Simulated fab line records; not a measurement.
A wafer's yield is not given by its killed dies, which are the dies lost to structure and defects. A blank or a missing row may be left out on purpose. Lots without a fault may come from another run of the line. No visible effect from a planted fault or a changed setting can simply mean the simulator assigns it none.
Which tool was responsible? :: flow sky130 :: 12 lots, 36 wafers sampled, at 4 steps of a route of 708

WHAT EACH GAUGE READ, for each wafer
The record lacks any reading of a measuring or inspecting step that a usual standard deviation could be used to judge.

WHICH TOOL RAN EACH LOT (tool, then ch and the chambers of the sampled wafers, then the start)
lot: L712
SKY_LDD_HVN_STRIP_09: plasmaAsher-01 ch 0,1, day 19 20:48
SKY_VIA1_ETCH_15: rieDiel-03 ch 1,2,3, day 33 12:29
SKY_VIA1_STRIP_16: plasmaAsher-03 ch 0,1, day 33 12:31
SKY_VIA1_CVD_21: cvdW-02 ch 0,1, day 33 13:12

lot: L713
SKY_LDD_HVN_STRIP_09: plasmaAsher-04 ch 0,1, day 20 08:43
SKY_VIA1_ETCH_15: rieDiel-04 ch 1,2,3, day 33 23:19
SKY_VIA1_STRIP_16: plasmaAsher-01 ch 0,1, day 33 23:22
SKY_VIA1_CVD_21: cvdW-01 ch 0,1, day 34 00:01

lot: L717
SKY_LDD_HVN_STRIP_09: plasmaAsher-01 ch 0,1, day 21 15:02
SKY_VIA1_ETCH_15: rieDiel-04 ch 0,1,2, day 35 00:41
SKY_VIA1_STRIP_16: plasmaAsher-01 ch 0,1, day 35 00:44
SKY_VIA1_CVD_21: cvdW-01 ch 0,1, day 35 01:25

lot: L716
SKY_LDD_HVN_STRIP_09: plasmaAsher-02 ch 0, day 21 19:42
SKY_VIA1_ETCH_15: rieDiel-04 ch 0,2, day 35 04:43
SKY_VIA1_STRIP_16: plasmaAsher-01 ch 0,1, day 35 04:46
SKY_VIA1_CVD_21: cvdW-01 ch 0,1, day 35 05:25

lot: L718
SKY_LDD_HVN_STRIP_09: plasmaAsher-02 ch 0,1, day 22 09:04
SKY_VIA1_ETCH_15: rieDiel-03 ch 0,1,2, day 35 17:35
SKY_VIA1_STRIP_16: plasmaAsher-01 ch 0,1, day 35 17:38
SKY_VIA1_CVD_21: cvdW-02 ch 0,1, day 35 18:17

lot: L719
SKY_LDD_HVN_STRIP_09: plasmaAsher-04 ch 0,1, day 22 22:26
SKY_VIA1_ETCH_15: rieDiel-03 ch 1,2,3, day 36 05:14
SKY_VIA1_STRIP_16: plasmaAsher-03 ch 0,1, day 36 05:16
SKY_VIA1_CVD_21: cvdW-02 ch 0,1, day 36 05:58

lot: L720
SKY_LDD_HVN_STRIP_09: plasmaAsher-04 ch 0,1, day 23 00:52
SKY_VIA1_ETCH_15: rieDiel-04 ch 0,1,2, day 36 08:25
SKY_VIA1_STRIP_16: plasmaAsher-03 ch 0,1, day 36 08:28
SKY_VIA1_CVD_21: cvdW-01 ch 0,1, day 36 09:07

lot: L721
SKY_LDD_HVN_STRIP_09: plasmaAsher-02 ch 0,1, day 23 06:56
SKY_VIA1_ETCH_15: rieDiel-03 ch 0,1,3, day 36 12:49
SKY_VIA1_STRIP_16: plasmaAsher-03 ch 0,1, day 36 12:52
SKY_VIA1_CVD_21: cvdW-02 ch 0,1, day 36 13:31

lot: L725
SKY_LDD_HVN_STRIP_09: plasmaAsher-02 ch 0,1, day 24 21:04
SKY_VIA1_ETCH_15: rieDiel-03 ch 2,3, day 37 17:26
SKY_VIA1_STRIP_16: plasmaAsher-03 ch 0,1, day 37 17:31
SKY_VIA1_CVD_21: cvdW-01 ch 0,1, day 37 18:13

lot: L731
SKY_LDD_HVN_STRIP_09: plasmaAsher-02 ch 0,1, day 26 19:38
SKY_VIA1_ETCH_15: rieDiel-01 ch 0,2,3, day 39 13:55
SKY_VIA1_STRIP_16: plasmaAsher-02 ch 0,1, day 39 13:58
SKY_VIA1_CVD_21: cvdW-01 ch 0,1, day 39 14:38

lot: L734
SKY_LDD_HVN_STRIP_09: plasmaAsher-04 ch 0,1, day 27 21:18
SKY_VIA1_ETCH_15: rieDiel-04 ch 0,1,3, day 40 08:38
SKY_VIA1_STRIP_16: plasmaAsher-01 ch 1, day 40 08:40
SKY_VIA1_CVD_21: cvdW-02 ch 0,1, day 40 09:20

lot: L733
SKY_LDD_HVN_STRIP_09: plasmaAsher-02 ch 0,1, day 27 23:24
SKY_VIA1_ETCH_15: rieDiel-04 ch 0,3, day 40 15:05
SKY_VIA1_STRIP_16: plasmaAsher-03 ch 0,1, day 40 15:07
SKY_VIA1_CVD_21: cvdW-01 ch 0,1, day 40 15:47
- SKY_LDD_HVN_STRIP_09: strips in O2/N2.
- SKY_VIA1_ETCH_15: etches SiO2 in C4F8/O2/Ar, stops on TiN, target depth 351 nm, time 54 s.
- SKY_VIA1_STRIP_16: strips in O2/N2.
- SKY_VIA1_CVD_21: deposits W, target thk 270 nm, time 80.902 s.

AS READ BY THE TOOLS THEMSELVES (means over the sampled wafers that have a number; for cases with no such wafer, the mark the record gives instead)
SKY_LDD_HVN_STRIP_09. Usual: drypumpMotorCurrentA 5.5 A, standard deviation 0.31; oesProductAu 0.408 a.u., standard deviation 0.005; stripTimeToEndpointS 4.131 s, standard deviation 0.013.
lot: L712
tool: plasmaAsher-01
drypumpMotorCurrentA (A): 5.6
oesProductAu (a.u.): 0.407
stripTimeToEndpointS (s): 4.132
flag: 

lot: L713
tool: plasmaAsher-04
drypumpMotorCurrentA (A): 5.3
oesProductAu (a.u.): 0.407
stripTimeToEndpointS (s): 4.118
flag: 

lot: L717
tool: plasmaAsher-01
drypumpMotorCurrentA (A): 5.7
oesProductAu (a.u.): 0.410
stripTimeToEndpointS (s): 4.138
flag: 

lot: L716
tool: plasmaAsher-02
drypumpMotorCurrentA (A): 5.6
oesProductAu (a.u.): 0.409
stripTimeToEndpointS (s): 4.128
flag: 

lot: L718
tool: plasmaAsher-02
drypumpMotorCurrentA (A): 5.7
oesProductAu (a.u.): 0.409
stripTimeToEndpointS (s): 4.128
flag: 

lot: L719
tool: plasmaAsher-04
drypumpMotorCurrentA (A): 5.1
oesProductAu (a.u.): 0.409
stripTimeToEndpointS (s): 4.130
flag: 

lot: L720
tool: plasmaAsher-04
drypumpMotorCurrentA (A): 5.3
oesProductAu (a.u.): 0.412
stripTimeToEndpointS (s): 4.121
flag: 

lot: L721
tool: plasmaAsher-02
drypumpMotorCurrentA (A): 5.6
oesProductAu (a.u.): 0.407
stripTimeToEndpointS (s): 4.133
flag: 

lot: L725
tool: plasmaAsher-02
drypumpMotorCurrentA (A): 5.6
oesProductAu (a.u.): 0.413
stripTimeToEndpointS (s): 4.142
flag: 

lot: L731
tool: plasmaAsher-02
drypumpMotorCurrentA (A): 5.7
oesProductAu (a.u.): 0.405
stripTimeToEndpointS (s): 3.855
flag: OFF

lot: L734
tool: plasmaAsher-04
drypumpMotorCurrentA (A): 5.1
oesProductAu (a.u.): 0.409
stripTimeToEndpointS (s): 4.130
flag: 

lot: L733
tool: plasmaAsher-02
drypumpMotorCurrentA (A): 5.6
oesProductAu (a.u.): 0.411
stripTimeToEndpointS (s): 3.860
flag: OFF

SKY_VIA1_ETCH_15. Usual: oesProductAu 0.983 a.u., standard deviation 0.0054; rfFwdPowerW 1484 W, standard deviation 5.4.
lot: L712
tool: rieDiel-03
oesProductAu (a.u.): 0.978
rfFwdPowerW (W): 1483
flag: 

lot: L713
tool: rieDiel-04
oesProductAu (a.u.): 0.983
rfFwdPowerW (W): 1487
flag: 

lot: L717
tool: rieDiel-04
oesProductAu (a.u.): 0.984
rfFwdPowerW (W): 1489
flag: 

lot: L716
tool: rieDiel-04
oesProductAu (a.u.): 0.987
rfFwdPowerW (W): 1488
flag: 

lot: L718
tool: rieDiel-03
oesProductAu (a.u.): 0.985
rfFwdPowerW (W): 1484
flag: 

lot: L719
tool: rieDiel-03
oesProductAu (a.u.): 0.981
rfFwdPowerW (W): 1477
flag: 

lot: L720
tool: rieDiel-04
oesProductAu (a.u.): 0.979
rfFwdPowerW (W): 1492
flag: 

lot: L721
tool: rieDiel-03
oesProductAu (a.u.): 0.982
rfFwdPowerW (W): 1485
flag: 

lot: L725
tool: rieDiel-03
oesProductAu (a.u.): 0.982
rfFwdPowerW (W): 1484
flag: 

lot: L731
tool: rieDiel-01
oesProductAu (a.u.): 0.987
rfFwdPowerW (W): 1481
flag: 

lot: L734
tool: rieDiel-04
oesProductAu (a.u.): 0.986
rfFwdPowerW (W): 1487
flag: 

lot: L733
tool: rieDiel-04
oesProductAu (a.u.): 0.982
rfFwdPowerW (W): 1485
flag: 

SKY_VIA1_STRIP_16. Usual: drypumpMotorCurrentA 5.69 A, standard deviation 0.19; oesProductAu 0.415 a.u., standard deviation 0.0047; stripTimeToEndpointS 4.447 s, standard deviation 0.025.
lot: L712
tool: plasmaAsher-03
drypumpMotorCurrentA (A): 5.64
oesProductAu (a.u.): 0.414
stripTimeToEndpointS (s): 4.445
flag: 

lot: L713
tool: plasmaAsher-01
drypumpMotorCurrentA (A): 5.77
oesProductAu (a.u.): 0.418
stripTimeToEndpointS (s): 4.457
flag: 

lot: L717
tool: plasmaAsher-01
drypumpMotorCurrentA (A): 5.61
oesProductAu (a.u.): 0.419
stripTimeToEndpointS (s): 4.425
flag: 

lot: L716
tool: plasmaAsher-01
drypumpMotorCurrentA (A): 5.76
oesProductAu (a.u.): 0.419
stripTimeToEndpointS (s): 4.453
flag: 

lot: L718
tool: plasmaAsher-01
drypumpMotorCurrentA (A): 5.61
oesProductAu (a.u.): 0.416
stripTimeToEndpointS (s): 4.433
flag: 

lot: L719
tool: plasmaAsher-03
drypumpMotorCurrentA (A): 5.77
oesProductAu (a.u.): 0.416
stripTimeToEndpointS (s): 4.443
flag: 

lot: L720
tool: plasmaAsher-03
drypumpMotorCurrentA (A): 5.66
oesProductAu (a.u.): 0.411
stripTimeToEndpointS (s): 4.432
flag: 

lot: L721
tool: plasmaAsher-03
drypumpMotorCurrentA (A): 5.65
oesProductAu (a.u.): 0.420
stripTimeToEndpointS (s): 4.430
flag: 

lot: L725
tool: plasmaAsher-03
drypumpMotorCurrentA (A): 5.64
oesProductAu (a.u.): 0.424
stripTimeToEndpointS (s): 4.415
flag: 

lot: L731
tool: plasmaAsher-02
drypumpMotorCurrentA (A): 5.63
oesProductAu (a.u.): 0.420
stripTimeToEndpointS (s): 4.439
flag: 

lot: L734
tool: plasmaAsher-01
drypumpMotorCurrentA (A): 5.45
oesProductAu (a.u.): 0.419
stripTimeToEndpointS (s): 4.466
flag: 

lot: L733
tool: plasmaAsher-03
drypumpMotorCurrentA (A): 5.65
oesProductAu (a.u.): 0.415
stripTimeToEndpointS (s): 4.457
flag: 

SKY_VIA1_CVD_21. Usual: 861 W for heaterPowerW, sd 87.
lot: L712
tool: cvdW-02
heaterPowerW (W): 958
flag: 

lot: L713
tool: cvdW-01
heaterPowerW (W): 792
flag: 

lot: L717
tool: cvdW-01
heaterPowerW (W): 788
flag: 

lot: L716
tool: cvdW-01
heaterPowerW (W): 790
flag: 

lot: L718
tool: cvdW-02
heaterPowerW (W): 971
flag: 

lot: L719
tool: cvdW-02
heaterPowerW (W): 990
flag: 

lot: L720
tool: cvdW-01
heaterPowerW (W): 795
flag: 

lot: L721
tool: cvdW-02
heaterPowerW (W): 986
flag: 

lot: L725
tool: cvdW-01
heaterPowerW (W): 799
flag: 

lot: L731
tool: cvdW-01
heaterPowerW (W): 787
flag: 

lot: L734
tool: cvdW-02
heaterPowerW (W): 944
flag: 

lot: L733
tool: cvdW-01
heaterPowerW (W): 793
flag: 

THE ANSWER, worked out from the rows above alone
Rule: a lot is off if the mean of its wafers that have a number lies more than 3 standard deviations from the usual mean. A lot without any number at a reading at which 4 lots or more have one is off too. All remaining lots with rows at the step are treated as sound. After the gauges, taken in route order, come the tools' own readings; for these a lot's mean is taken, as printed above. At the first step where some lot is off, the reading lying furthest off is the one used; lots without a number count as furthest.
Off at SKY_LDD_HVN_STRIP_09 (stripTimeToEndpointS): L731, L733.
A tool fits if, at that step or a process step before it, it ran every lot that is off, and no sound lot after the first of them. One candidate fits, namely plasmaAsher-02 at SKY_LDD_HVN_STRIP_09. Its last sound lot is L725 (day 24 21:04), its first lot that is off L731 (day 26 19:38): a fault that began between those two fits.
On the lots that are off, the tool's own readings at SKY_LDD_HVN_STRIP_09 differ by more than 5 times the standard deviation of the sound lots' means, which bears it out; stripTimeToEndpointS reads 3.857 s there versus 4.130 s on the sound lots.

WHAT HAD BEEN PUT IN BY THE SIMULATOR
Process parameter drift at SKY_LDD_HVN_STRIP_09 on plasmaAsher-02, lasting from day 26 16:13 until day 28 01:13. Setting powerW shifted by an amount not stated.
Struck lots among those shown: L731, L733. The rule above reached the same finding.
